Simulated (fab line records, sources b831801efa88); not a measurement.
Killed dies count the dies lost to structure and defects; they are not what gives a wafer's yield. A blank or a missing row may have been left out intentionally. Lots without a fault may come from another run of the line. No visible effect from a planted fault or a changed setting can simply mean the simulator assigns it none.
fab line records	flow sky130	part 1 of 2: steps 1 to 34 of 46
record lots=5	wafers=15	lastDay=49
route steps=708 shown VT_ADJUST_NCORE@130 VT_ADJUST_HVTR@131 VT_ADJUST_PCH@143 SONOS_TUNNEL@154 SONOS_ONO@168
lots that met no fault: taken from a fault-free run of the same line
startH: hours from the record's first day to the start of the lot's first wafer shown	waitH: hours from the lot's prior step to this one	" identical to the entry in the row above	L1.1+2: a single row standing in for several wafers	- no value, or no start given	* or withheld: withheld	< > ~ a bound
route shown NAME@n: a module of which the file shows steps, and the number in the route of the first	usual: mean and standard deviation over wafers with no fault	same: alike in all rows	chamber/n: place in a boat	sites: the reading at each site	_std_site: how widely they spread, as a standard deviation	_edge_site: inner sites' mean taken away from outer sites' mean	radiusMm: how far each site lies from the wafer's centre	mask NAME#n: copy n	behind: the tool/chamber that last shaped the wafer	hold: cause of the lot's hold/its duration in hours/its outcome	device: the n, p or np transistor that did not switch	end of line: the route-end tests of the same wafers	where a step has no rows: the recipe by itself	killed: at the first sort, the dies lost to defects and structure; wafer yield is something else	map: a wafer's dies, x killed, . not, _ none there
set.NAME: the setting as run; set.NAME@STEP: as run at that earlier step	model.NAME: the simulator's own value behind a step, which no gauge read
certain route steps with their lots: each step a table, each wafer a row
services: from which hour (startH, from the record's first day; less than 0 if before it) a tool's chamber was out of use, for how many hours, and why
## steps
# step SKY_VT_ADJUST_NCORE_TW_MEAS_11
# usual VT_ADJUST_NCORE_TW=218.8/1.7
lot.wafer	tool	chamber	startH	waitH	VT_ADJUST_NCORE_TW
L077.1	filmMetro-01	-	202.63	0.1	216.9
L077.5	"	-	"	"	217.8
L077.6	"	-	"	"	217.2
L079.2	filmMetro-01	-	214.94	0.1	217.9
L079.4	"	-	"	"	217.7
L079.5	"	-	"	"	216.7
L082.1	filmMetro-04	-	242.38	0.1	219.0
L082.2	"	-	"	"	220.2
L082.3	"	-	"	"	218.3
L091.3	filmMetro-01	-	301.60	0.1	216.4
L091.4	"	-	"	"	215.8
L091.6	"	-	"	"	215.9
L094.1	filmMetro-04	-	323.83	0.1	220.2
L094.5	"	-	"	"	217.8
L094.6	"	-	"	"	219.5
# step SKY_VT_ADJUST_HVTR_DEHYDRATE_00
# recipe tempC=200	timeS=60
lot.wafer	tool	chamber	startH	waitH
L077.1+5+6	lithoTrack-03	0	212.93	10.3
L079.2+4+5	lithoTrack-03	0	225.75	10.8
L082.1+2+3	lithoTrack-03	0	253.43	11.0
L091.3+4+6	lithoTrack-01	0	313.52	11.9
L094.1+5+6	lithoTrack-01	0	337.07	13.2
# step SKY_VT_ADJUST_HVTR_HMDS_01
# recipe primeTimeS=60	primeTempC=120
lot.wafer	tool	chamber	startH	waitH
L077.1+5+6	lithoTrack-03	0	213.08	0.1
L079.2+4+5	lithoTrack-03	0	225.90	0.1
L082.1+2+3	lithoTrack-03	0	253.58	0.1
L091.3+4+6	lithoTrack-01	0	313.67	0.1
L094.1+5+6	lithoTrack-01	0	337.22	0.1
# step SKY_VT_ADJUST_HVTR_COAT_02
# recipe resist=NOVOLAK	spinRpm=3000	resistThkNm=1140
lot.wafer	tool	chamber	startH	waitH
L077.1+5+6	lithoTrack-03	0	213.23	0.1
L079.2+4+5	lithoTrack-03	0	226.05	0.1
L082.1+2+3	lithoTrack-03	0	253.73	0.1
L091.3+4+6	lithoTrack-01	0	313.82	0.1
L094.1+5+6	lithoTrack-01	0	337.37	0.1
# step SKY_VT_ADJUST_HVTR_SOFTBAKE_03
# recipe tempC=90	timeS=60	resist=NOVOLAK
lot.wafer	tool	chamber	startH	waitH
L077.1+5+6	lithoTrack-03	0	213.38	0.1
L079.2+4+5	lithoTrack-03	0	226.20	0.1
L082.1+2+3	lithoTrack-03	0	253.88	0.1
L091.3+4+6	lithoTrack-01	0	313.97	0.1
L094.1+5+6	lithoTrack-01	0	337.52	0.1
# step SKY_VT_ADJUST_HVTR_EXPOSE_04
# recipe maskId=HVTRM	targetCdNm=380	na=0.6	sourceShape=conventional	sigmaOuter=0.6	doseMj=150
# usual focusOffsetNm=0.1/0.57
lot.wafer	tool	chamber	startH	waitH	mask	focusOffsetNm
L077.1	ilineStepper-01	0	-	-	HVTRM#0	-0.7
L077.5	"	0	"	"	HVTRM#0	-0.3
L077.6	"	0	"	"	HVTRM#0	-0.8
L079.2	ilineStepper-01	0	-	-	HVTRM#0	0.1
L079.4	"	0	"	"	HVTRM#0	-0.6
L079.5	"	0	"	"	HVTRM#0	-0.2
L082.1	ilineStepper-01	0	-	-	HVTRM#0	0.3
L082.2	"	0	"	"	HVTRM#0	1.2
L082.3	"	0	"	"	HVTRM#0	1.1
L091.3	ilineStepper-01	0	-	-	HVTRM#0	0.9
L091.4	"	0	"	"	HVTRM#0	0.3
L091.6	"	0	"	"	HVTRM#0	0.7
L094.1	ilineStepper-02	0	-	-	HVTRM#0	-0.9
L094.5	"	0	"	"	HVTRM#0	0.5
L094.6	"	0	"	"	HVTRM#0	0.4
# step SKY_VT_ADJUST_HVTR_PEB_05
# recipe tempC=withheld	timeS=*	resist=NOVOLAK
lot.wafer	tool	chamber	startH	waitH
L077.1+5+6	lithoTrack-01	0	-	-
L079.2+4+5	lithoTrack-02	0	-	-
L082.1+2+3	lithoTrack-01	0	-	-
L091.3+4+6	lithoTrack-01	0	-	-
L094.1+5+6	lithoTrack-01	0	-	-
# step SKY_VT_ADJUST_HVTR_DEVELOP_06
# recipe developTimeS=60	devTempC=23
lot.wafer	tool	chamber	startH	waitH
L077.1+5+6	lithoTrack-01	0	224.57	0.1
L079.2+4+5	lithoTrack-02	0	237.55	0.1
L082.1+2+3	lithoTrack-01	0	265.92	0.1
L091.3+4+6	lithoTrack-01	0	326.72	0.1
L094.1+5+6	lithoTrack-01	0	350.37	0.1
# step SKY_VT_ADJUST_HVTR_CD_MEAS_07
# recipe targetCdNm=380
# usual cdNm=379.4/2.5
lot.wafer	tool	chamber	startH	waitH	cdNm
L077.1	cdSem-02	-	224.72	0.1	375.9
L077.5	"	-	"	"	377.8
L077.6	"	-	"	"	376.6
L079.2	cdSem-01	-	237.69	0.1	381.8
L079.4	"	-	"	"	379.7
L079.5	"	-	"	"	380.6
L082.1	cdSem-02	-	266.07	0.1	373.9
L082.2	"	-	"	"	374.8
L082.3	"	-	"	"	377.5
L091.3	cdSem-01	-	326.86	0.1	382.0
L091.4	"	-	"	"	379.1
L091.6	"	-	"	"	382.5
L094.1	cdSem-01	-	350.52	0.1	380.3
L094.5	"	-	"	"	379.3
L094.6	"	-	"	"	377.3
# step SKY_VT_ADJUST_HVTR_OVL_MEAS_08
# usual VT_ADJUST_HVTR_OVL=0.7/1.3
lot.wafer	tool	chamber	startH	waitH	VT_ADJUST_HVTR_OVL[nm]
L077.1	overlay-01	-	224.84	0.1	-1.0
L077.5	"	-	"	"	-0.3
L077.6	"	-	"	"	-2.2
L079.2	overlay-01	-	237.80	0.1	-0.5
L079.4	"	-	"	"	-0.1
L079.5	"	-	"	"	0.5
L082.1	overlay-02	-	266.19	0.1	-0.9
L082.2	"	-	"	"	-0.7
L082.3	"	-	"	"	-0.9
L091.3	overlay-01	-	326.95	0.1	1.9
L091.4	"	-	"	"	2.3
L091.6	"	-	"	"	0.7
L094.1	overlay-01	-	350.64	0.1	0.7
L094.5	"	-	"	"	1.8
L094.6	"	-	"	"	1.1
# step SKY_VT_ADJUST_HVTR_IMPLANT_09
# recipe species=B	energyKev=10	doseCm2=2.078e+12	tiltDeg=withheld
lot.wafer	tool	chamber	startH	waitH
L077.1+5+6	implanter-02	0	224.88	0.0
L079.2+4+5	implanter-03	0	237.86	0.0
L082.1+2+3	implanter-03	0	266.23	0.0
L091.3+4+6	implanter-02	0	327.03	0.1
L094.1+5+6	implanter-03	0	350.68	0.0
# step SKY_VT_ADJUST_HVTR_STRIP_10
# recipe chemistry=O2/N2	powerW=1400	pressureMtorr=1500	platenTempC=withheld	o2FlowSccm=3000	n2FlowSccm=300	overashFraction=0.5
# usual drypumpMotorCurrentA=6.28/0.23	n2FlowSccm=299.9/0.8	o2FlowSccm=3002/9.4	oesProductAu=0.716/0.0049	stripTimeToEndpointS=14.18/0.04
lot.wafer	tool	chamber	startH	waitH	drypumpMotorCurrentA	n2FlowSccm	o2FlowSccm	oesProductAu	rfHoursCounterH	stripTimeToEndpointS
L077.1	plasmaAsher-02	0	225.03	0.1	6.69	298.8	3009	0.710	53	14.15
L077.5	"	1	"	"	6.07	298.7	2997	0.723	-	14.22
L077.6	"	0	"	"	6.70	299.0	3007	0.713	-	14.18
L079.2	plasmaAsher-01	0	237.98	0.1	6.03	299.7	2997	0.725	12	14.19
L079.4	"	1	"	"	6.37	299.8	3004	0.721	-	14.14
L079.5	"	0	"	"	6.05	299.4	3009	0.709	-	14.17
L082.1	plasmaAsher-01	0	266.38	0.1	6.05	298.8	3012	0.713	15	14.16
L082.2	"	1	"	"	6.37	299.9	3011	0.719	15	14.15
L082.3	"	0	"	"	6.05	299.2	3001	0.718	-	14.16
L091.3	plasmaAsher-02	0	327.16	0.1	6.71	299.8	3000	0.705	-	14.20
L091.4	"	1	"	"	6.07	302.0	2995	0.717	-	14.18
L091.6	"	0	"	"	6.70	300.2	3005	0.710	-	14.20
L094.1	plasmaAsher-03	1	350.83	0.1	6.28	300.4	2996	0.722	57	14.23
L094.5	"	1	"	"	6.30	301.4	3016	0.707	-	14.22
L094.6	"	0	"	"	6.18	300.4	2993	0.724	-	14.22
# step SKY_VT_ADJUST_HVTR_TW_MEAS_11
# usual VT_ADJUST_HVTR_TW=212.6/2
lot.wafer	tool	chamber	startH	waitH	VT_ADJUST_HVTR_TW
L077.1	filmMetro-04	-	225.13	0.1	211.8
L077.5	"	-	"	"	212.8
L077.6	"	-	"	"	211.6
L079.2	filmMetro-04	-	238.09	0.1	213.1
L079.4	"	-	"	"	213.5
L079.5	"	-	"	"	211.7
L082.1	filmMetro-03	-	266.48	0.1	211.6
L082.2	"	-	"	"	212.1
L082.3	"	-	"	"	211.6
L091.3	filmMetro-02	-	327.25	0.1	214.9
L091.4	"	-	"	"	214.2
L091.6	"	-	"	"	214.9
L094.1	filmMetro-02	-	350.93	0.1	215.7
L094.5	"	-	"	"	216.0
L094.6	"	-	"	"	214.5
# step SKY_VT_ADJUST_PCH_DEHYDRATE_00
# recipe tempC=200	timeS=60
lot.wafer	tool	chamber	startH	waitH
L077.1+5+6	lithoTrack-03	0	236.08	10.9
L079.2+4+5	lithoTrack-03	0	248.65	10.6
L082.1+2+3	lithoTrack-02	0	278.47	12.0
L091.3+4+6	lithoTrack-03	0	339.83	12.6
L094.1+5+6	lithoTrack-04	0	364.06	13.1
# step SKY_VT_ADJUST_PCH_HMDS_01
# recipe primeTimeS=60	primeTempC=120
lot.wafer	tool	chamber	startH	waitH
L077.1+5+6	lithoTrack-03	0	236.23	0.1
L079.2+4+5	lithoTrack-03	0	248.80	0.1
L082.1+2+3	lithoTrack-02	0	278.62	0.1
L091.3+4+6	lithoTrack-03	0	339.98	0.1
L094.1+5+6	lithoTrack-04	0	364.21	0.1
# step SKY_VT_ADJUST_PCH_COAT_02
# recipe spinRpm=2000	resistThkNm=3000
lot.wafer	tool	chamber	startH	waitH
L077.1+5+6	lithoTrack-03	0	236.38	0.1
L079.2+4+5	lithoTrack-03	0	248.95	0.1
L082.1+2+3	lithoTrack-02	0	278.77	0.1
L091.3+4+6	lithoTrack-03	0	340.13	0.1
L094.1+5+6	lithoTrack-04	0	364.36	0.1
# step SKY_VT_ADJUST_PCH_SOFTBAKE_03
# recipe tempC=110	timeS=withheld
lot.wafer	tool	chamber	startH	waitH
L077.1+5+6	lithoTrack-03	0	236.53	0.1
L079.2+4+5	lithoTrack-03	0	249.11	0.1
L082.1+2+3	lithoTrack-02	0	278.92	0.1
L091.3+4+6	lithoTrack-03	0	340.29	0.1
L094.1+5+6	lithoTrack-04	0	364.51	0.1
# step SKY_VT_ADJUST_PCH_EXPOSE_04
# recipe maskId=NWM	na=0.6	sourceShape=conventional	sigmaOuter=0.6	polarization=unpolarized	targetCdNm=840	doseMj=255
# usual focusOffsetNm=0.0/0.49
lot.wafer	tool	chamber	startH	waitH	mask	focusOffsetNm
L077.1	ilineStepper-01	0	-	-	NWM#0	-0.3
L077.5	"	0	"	"	NWM#0	0.1
L077.6	"	0	"	"	NWM#0	-0.1
L079.2	ilineStepper-01	0	-	-	NWM#0	0.9
L079.4	"	0	"	"	NWM#0	0.4
L079.5	"	0	"	"	NWM#0	-0.2
L082.1	ilineStepper-02	0	-	-	NWM#0	-0.2
L082.2	"	0	"	"	NWM#0	0.1
L082.3	"	0	"	"	NWM#0	0.2
L091.3	ilineStepper-02	0	-	-	NWM#0	0.3
L091.4	"	0	"	"	NWM#0	0.7
L091.6	"	0	"	"	NWM#0	0.3
L094.1	ilineStepper-02	0	-	-	NWM#0	-0.3
L094.5	"	0	"	"	NWM#0	0.1
L094.6	"	0	"	"	NWM#0	-0.7
# step SKY_VT_ADJUST_PCH_PEB_05
# recipe tempC=115	timeS=withheld
lot.wafer	tool	chamber	startH	waitH
L077.1+5+6	lithoTrack-04	0	-	-
L079.2+4+5	lithoTrack-03	0	-	-
L082.1+2+3	lithoTrack-02	0	-	-
L091.3+4+6	lithoTrack-04	0	-	-
L094.1+5+6	lithoTrack-02	0	-	-
# step SKY_VT_ADJUST_PCH_DEVELOP_06
# recipe wallAngleDeg=90	developer=TMAH	developTimeS=60	devTempC=23
lot.wafer	tool	chamber	startH	waitH
L077.1+5+6	lithoTrack-04	0	-	-
L079.2+4+5	lithoTrack-03	0	-	-
L082.1+2+3	lithoTrack-02	0	-	-
L091.3+4+6	lithoTrack-04	0	-	-
L094.1+5+6	lithoTrack-02	0	-	-
# step SKY_VT_ADJUST_PCH_OVL_MEAS_07
# usual VT_ADJUST_PCH_OVL=0.2/1.3
lot.wafer	tool	chamber	startH	waitH	VT_ADJUST_PCH_OVL[nm]
L077.1	overlay-01	-	247.67	-	0.4
L077.5	"	-	"	"	2.5
L077.6	"	-	"	"	2.4
L079.2	overlay-02	-	260.93	-	1.1
L079.4	"	-	"	"	-1.0
L079.5	"	-	"	"	-0.9
L082.1	overlay-02	-	291.27	-	0.4
L082.2	"	-	"	"	1.2
L082.3	"	-	"	"	0.7
L091.3	overlay-01	-	353.83	-	1.6
L091.4	"	-	"	"	-0.1
L091.6	"	-	"	"	-1.1
L094.1	overlay-01	-	379.12	-	0.1
L094.5	"	-	"	"	-1.2
L094.6	"	-	"	"	-0.3
# step SKY_VT_ADJUST_PCH_IMPLANT_08
# recipe species=B	energyKev=10	doseCm2=5e+11	tiltDeg=withheld
lot.wafer	tool	chamber	startH	waitH
L077.1+5+6	implanter-03	0	247.70	0.0
L079.2+4+5	implanter-04	0	260.99	0.0
L082.1+2+3	implanter-04	0	291.31	0.0
L091.3+4+6	implanter-02	0	353.90	0.1
L094.1+5+6	implanter-02	0	379.16	0.0
# step SKY_VT_ADJUST_PCH_STRIP_09
# recipe chemistry=O2/N2	powerW=1400	pressureMtorr=1500	platenTempC=withheld	o2FlowSccm=3000	n2FlowSccm=300	overashFraction=0.5
# usual drypumpMotorCurrentA=6.10/0.21	n2FlowSccm=300.1/0.9	o2FlowSccm=3001/8.5	oesProductAu=0.722/0.0041	stripTimeToEndpointS=36.86/0.12
lot.wafer	tool	chamber	startH	waitH	drypumpMotorCurrentA	n2FlowSccm	o2FlowSccm	oesProductAu	rfHoursCounterH	stripTimeToEndpointS
L077.1	plasmaAsher-04	1	247.85	0.1	5.89	299.3	3012	0.715	54	36.78
L077.5	"	0	"	"	5.77	299.7	2997	0.720	-	36.71
L077.6	"	1	"	"	5.90	299.8	3010	0.721	-	36.82
L079.2	plasmaAsher-01	0	261.11	0.1	6.05	299.6	3015	0.721	14	36.96
L079.4	"	0	"	"	6.05	299.0	2997	0.721	-	36.77
L079.5	"	0	"	"	6.06	299.6	3007	0.724	-	36.83
L082.1	plasmaAsher-01	0	291.46	0.1	6.06	300.4	3003	0.723	18	37.11
L082.2	"	1	"	"	6.36	301.0	2995	0.727	18	37.00
L082.3	"	1	"	"	6.36	300.4	3000	0.727	-	36.93
L091.3	plasmaAsher-04	0	354.03	0.1	5.73	301.0	3008	0.722	-	37.04
L091.4	"	1	"	"	5.87	298.9	2999	0.725	-	37.01
L091.6	"	0	"	"	5.76	302.9	3005	0.721	-	36.98
L094.1	plasmaAsher-01	0	379.31	0.1	6.08	301.1	3006	0.717	26	36.84
L094.5	"	0	"	"	6.05	300.6	3015	0.719	-	36.82
L094.6	"	1	"	"	6.38	300.3	3005	0.729	-	36.86
# step SKY_VT_ADJUST_PCH_TW_MEAS_10
# usual VT_ADJUST_PCH_TW=143.6/2.4
lot.wafer	tool	chamber	startH	waitH	VT_ADJUST_PCH_TW
L077.1	filmMetro-03	-	247.95	0.1	143.6
L077.5	"	-	"	"	143.2
L077.6	"	-	"	"	142.5
L079.2	filmMetro-02	-	261.22	0.1	146.3
L079.4	"	-	"	"	146.2
L079.5	"	-	"	"	145.8
L082.1	filmMetro-03	-	291.56	0.1	142.9
L082.2	"	-	"	"	143.2
L082.3	"	-	"	"	143.1
L091.3	filmMetro-02	-	354.12	0.1	147.3
L091.4	"	-	"	"	146.7
L091.6	"	-	"	"	147.2
L094.1	filmMetro-03	-	379.41	0.1	145.0
L094.5	"	-	"	"	143.4
L094.6	"	-	"	"	143.0
# step SKY_SONOS_TUNNEL_DEHYDRATE_00
# recipe tempC=200	timeS=60
lot.wafer	tool	chamber	startH	waitH
L077.1+5+6	lithoTrack-01	0	259.32	11.4
L079.2+4+5	lithoTrack-04	0	272.09	10.9
L082.1+2+3	lithoTrack-01	0	303.47	11.9
L091.3+4+6	lithoTrack-02	0	367.52	13.4
L094.1+5+6	lithoTrack-02	0	393.32	13.9
# step SKY_SONOS_TUNNEL_HMDS_01
# recipe primeTimeS=60	primeTempC=120
lot.wafer	tool	chamber	startH	waitH
L077.1+5+6	lithoTrack-01	0	259.47	0.1
L079.2+4+5	lithoTrack-04	0	272.24	0.1
L082.1+2+3	lithoTrack-01	0	303.62	0.1
L091.3+4+6	lithoTrack-02	0	367.67	0.1
L094.1+5+6	lithoTrack-02	0	393.47	0.1
# step SKY_SONOS_TUNNEL_COAT_02
# recipe resist=NOVOLAK	spinRpm=3000	resistThkNm=1140
lot.wafer	tool	chamber	startH	waitH
L077.1+5+6	lithoTrack-01	0	259.62	0.1
L079.2+4+5	lithoTrack-04	0	272.39	0.1
L082.1+2+3	lithoTrack-01	0	303.77	0.1
L091.3+4+6	lithoTrack-02	0	367.82	0.1
L094.1+5+6	lithoTrack-02	0	393.62	0.1
# step SKY_SONOS_TUNNEL_SOFTBAKE_03
# recipe tempC=90	timeS=60	resist=NOVOLAK
lot.wafer	tool	chamber	startH	waitH
L077.1+5+6	lithoTrack-01	0	259.77	0.1
L079.2+4+5	lithoTrack-04	0	272.54	0.1
L082.1+2+3	lithoTrack-01	0	303.92	0.1
L091.3+4+6	lithoTrack-02	0	367.97	0.1
L094.1+5+6	lithoTrack-02	0	393.77	0.1
# step SKY_SONOS_TUNNEL_EXPOSE_04
# recipe maskId=TUNM	na=0.6	sourceShape=conventional	sigmaOuter=0.6	polarization=unpolarized	targetCdNm=410	doseMj=136
# usual focusOffsetNm=0.0/0.51
lot.wafer	tool	chamber	startH	waitH	mask	focusOffsetNm
L077.1	ilineStepper-02	0	-	-	TUNM#0	0.5
L077.5	"	0	"	"	TUNM#0	-0.1
L077.6	"	0	"	"	TUNM#0	-0.3
L079.2	ilineStepper-02	0	-	-	TUNM#0	0.3
L079.4	"	0	"	"	TUNM#0	0.4
L079.5	"	0	"	"	TUNM#0	0.4
L082.1	ilineStepper-01	0	-	-	TUNM#0	0.1
L082.2	"	0	"	"	TUNM#0	-0.2
L082.3	"	0	"	"	TUNM#0	1.0
L091.3	ilineStepper-02	0	-	-	TUNM#0	-0.3
L091.4	"	0	"	"	TUNM#0	-0.1
L091.6	"	0	"	"	TUNM#0	-0.3
L094.1	ilineStepper-02	0	-	-	TUNM#0	0.4
L094.5	"	0	"	"	TUNM#0	-0.7
L094.6	"	0	"	"	TUNM#0	-0.4
# step SKY_SONOS_TUNNEL_PEB_05
# recipe tempC=withheld	timeS=*	resist=NOVOLAK
lot.wafer	tool	chamber	startH	waitH
L077.1+5+6	lithoTrack-01	0	-	-
L079.2+4+5	lithoTrack-01	0	-	-
L082.1+2+3	lithoTrack-02	0	-	-
L091.3+4+6	lithoTrack-01	0	-	-
L094.1+5+6	lithoTrack-04	0	-	-
# step SKY_SONOS_TUNNEL_DEVELOP_06
# recipe resist=NOVOLAK	developer=TMAH	developTimeS=60	devTempC=23
lot.wafer	tool	chamber	startH	waitH
L077.1+5+6	lithoTrack-01	0	271.32	0.1
L079.2+4+5	lithoTrack-01	0	285.30	0.1
L082.1+2+3	lithoTrack-02	0	316.52	0.1
L091.3+4+6	lithoTrack-01	0	381.82	0.1
L094.1+5+6	lithoTrack-04	0	408.41	0.1
# step SKY_SONOS_TUNNEL_CD_MEAS_07
# recipe targetCdNm=410
# usual cdNm=409.3/2.3
lot.wafer	tool	chamber	startH	waitH	cdNm
L077.1	cdSem-01	-	271.47	0.1	411.2
L077.5	"	-	"	"	413.1
L077.6	"	-	"	"	411.2
L079.2	cdSem-01	-	285.44	0.1	407.2
L079.4	"	-	"	"	408.6
L079.5	"	-	"	"	406.6
L082.1	cdSem-02	-	316.67	0.1	409.0
L082.2	"	-	"	"	411.7
L082.3	"	-	"	"	409.0
L091.3	cdSem-01	-	381.96	0.1	411.1
L091.4	"	-	"	"	410.6
L091.6	"	-	"	"	410.9
L094.1	cdSem-01	-	408.56	0.1	411.1
L094.5	"	-	"	"	409.3
L094.6	"	-	"	"	410.3
# step SKY_SONOS_TUNNEL_OVL_MEAS_08
# usual SONOS_TUNNEL_OVL=0.7/1.4
lot.wafer	tool	chamber	startH	waitH	SONOS_TUNNEL_OVL[nm]
L077.1	overlay-01	-	271.59	0.1	0.0
L077.5	"	-	"	"	0.4
L077.6	"	-	"	"	-2.9
L079.2	overlay-01	-	285.55	0.1	-2.1
L079.4	"	-	"	"	-1.5
L079.5	"	-	"	"	-3.1
L082.1	overlay-02	-	316.79	0.1	0.9
L082.2	"	-	"	"	0.2
L082.3	"	-	"	"	1.2
L091.3	overlay-01	-	382.05	0.1	0.2
L091.4	"	-	"	"	0.2
L091.6	"	-	"	"	1.1
L094.1	overlay-02	-	408.68	0.1	0.3
L094.5	"	-	"	"	1.9
L094.6	"	-	"	"	1.5
# step SKY_SONOS_TUNNEL_IMPLANT_09
# recipe species=B	energyKev=19.83	doseCm2=1e+12	tiltDeg=withheld
lot.wafer	tool	chamber	startH	waitH
L077.1+5+6	implanter-01	0	271.63	0.0
L079.2+4+5	implanter-04	0	285.60	0.0
L082.1+2+3	implanter-04	0	316.83	0.0
L091.3+4+6	implanter-01	0	382.13	0.1
L094.1+5+6	implanter-01	0	408.72	0.0
